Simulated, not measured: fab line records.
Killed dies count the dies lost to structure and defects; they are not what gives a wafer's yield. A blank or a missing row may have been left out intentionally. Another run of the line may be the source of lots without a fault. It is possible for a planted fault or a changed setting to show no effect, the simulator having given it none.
The same fault as seen by 2 desks || flow sky130 || each desk holds nothing but its own numbers, with what lay behind them at the end

## METROLOGY DESK
Means of the sampled wafers that have a number, per lot and without regard to the tool the lot ran on: this is what the gauges read. Any lot whose mean is over 4 standard deviations away from the usual mean is out of limits and marked OUT; that distance is given in the brackets.
Columns: A = POLY_GATE_TW at SKY_RES_PROTECT_TW_MEAS_08, usual 4025; B = LDD_P_OVL at SKY_LDD_P_OVL_MEAS_08, usual -0.1 nm; C = LDD_HVN_OVL at SKY_LDD_HVN_OVL_MEAS_07, usual 0.6 nm
{"lot": "L130", "first seen here": "day 15 00:18", "A": 4030, "B": -0.5, "C": 0.8}
{"lot": "L131", "first seen here": "day 15 10:46", "A": 4005, "B": -0.7, "C": 2.6}
{"lot": "L132", "first seen here": "day 15 14:49", "A": 4015, "B": 0.5, "C": 0.2}
{"lot": "L134", "first seen here": "day 16 07:11", "A": 4038, "B": -0.2, "C": 0.2}
{"lot": "L135", "first seen here": "day 16 15:22", "A": 4029, "B": -1.2, "C": -1.0}
{"lot": "L136", "first seen here": "day 17 02:01", "A": 4029, "B": -0.1, "C": -0.8}
{"lot": "L137", "first seen here": "day 17 19:20", "A": 4047, "B": -2.3, "C": -1.5}
{"lot": "L143", "first seen here": "day 19 20:59", "A": 4035, "B": 0.8, "C": 2.0}
{"lot": "L145", "first seen here": "day 20 22:01", "A": 3966, "B": -0.8, "C": -0.9}
{"lot": "L147", "first seen here": "day 21 16:01", "A": 4062, "B": -0.4, "C": 2.0}
{"lot": "L148", "first seen here": "day 21 17:55", "A": 4072, "B": -0.5, "C": 0.1}
{"lot": "L151", "first seen here": "day 22 15:35", "A": 4047, "B": 0.7, "C": -0.4}
{"lot": "L152", "first seen here": "day 23 01:56", "A": 4003, "B": -1.0, "C": 1.1}
{"lot": "L153", "first seen here": "day 23 05:40", "A": 3999, "B": -0.5, "C": 0.9}
Result from this desk: across the 14 lots, nothing is out of limits.

## FOR THE TOOL OWNER'S DESK: implanter-02
SKY_LDD_N_IMPLANT_13, tool's own readings: per-lot mean of the sampled wafers with a number, covering each lot this tool ran. Any lot whose mean is over 4 standard deviations away from the usual mean is out of limits and marked OUT; that distance is given in the brackets.
Columns: A = beamOnS at SKY_LDD_N_IMPLANT_13, usual 9.98 s; B = doseIonsCm2 at SKY_LDD_N_IMPLANT_13, usual 5e+12; C = faradayCurrentUA at SKY_LDD_N_IMPLANT_13, usual 28.3
{"lot": "L131", "first seen here": "day 18 03:04", "A": 9.92, "B": 5e+12, "C": 28.4}
{"lot": "L132", "first seen here": "day 18 05:19", "A": 9.84, "B": 5e+12, "C": 28.7}
{"lot": "L143", "first seen here": "day 22 14:10", "A": 10.07, "B": "8e+12 (+99 or more) OUT", "C": "45.2 (+32) OUT"}
{"lot": "L145", "first seen here": "day 23 15:40", "A": 9.81, "B": "8e+12 (+99 or more) OUT", "C": "46.4 (+34) OUT"}
Finding of this desk: L143, L145 out of limits; the first was L143 at day 22 14:10, on doseIonsCm2 at SKY_LDD_N_IMPLANT_13. Within limits: L131, L132.

## ALL TOGETHER
On L143, L145, at day 22 14:10, an alarm was possible from the tool owner's desk.
From the metrology desk's view, nothing was out of limits.
The metrology desk holds a record of L143, L145, inside its limits.
On implanter-02, each named lot ran SKY_LDD_N_IMPLANT_13.

## WHAT HAD BEEN PUT IN BY THE SIMULATOR
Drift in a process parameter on implanter-02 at SKY_LDD_N_IMPLANT_13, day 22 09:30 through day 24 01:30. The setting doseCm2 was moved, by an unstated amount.
Shown lots that were struck: L143, L145.
Delay in hours, fault start to first out-of-limits reading, by desk: the tool owner's desk at 5.
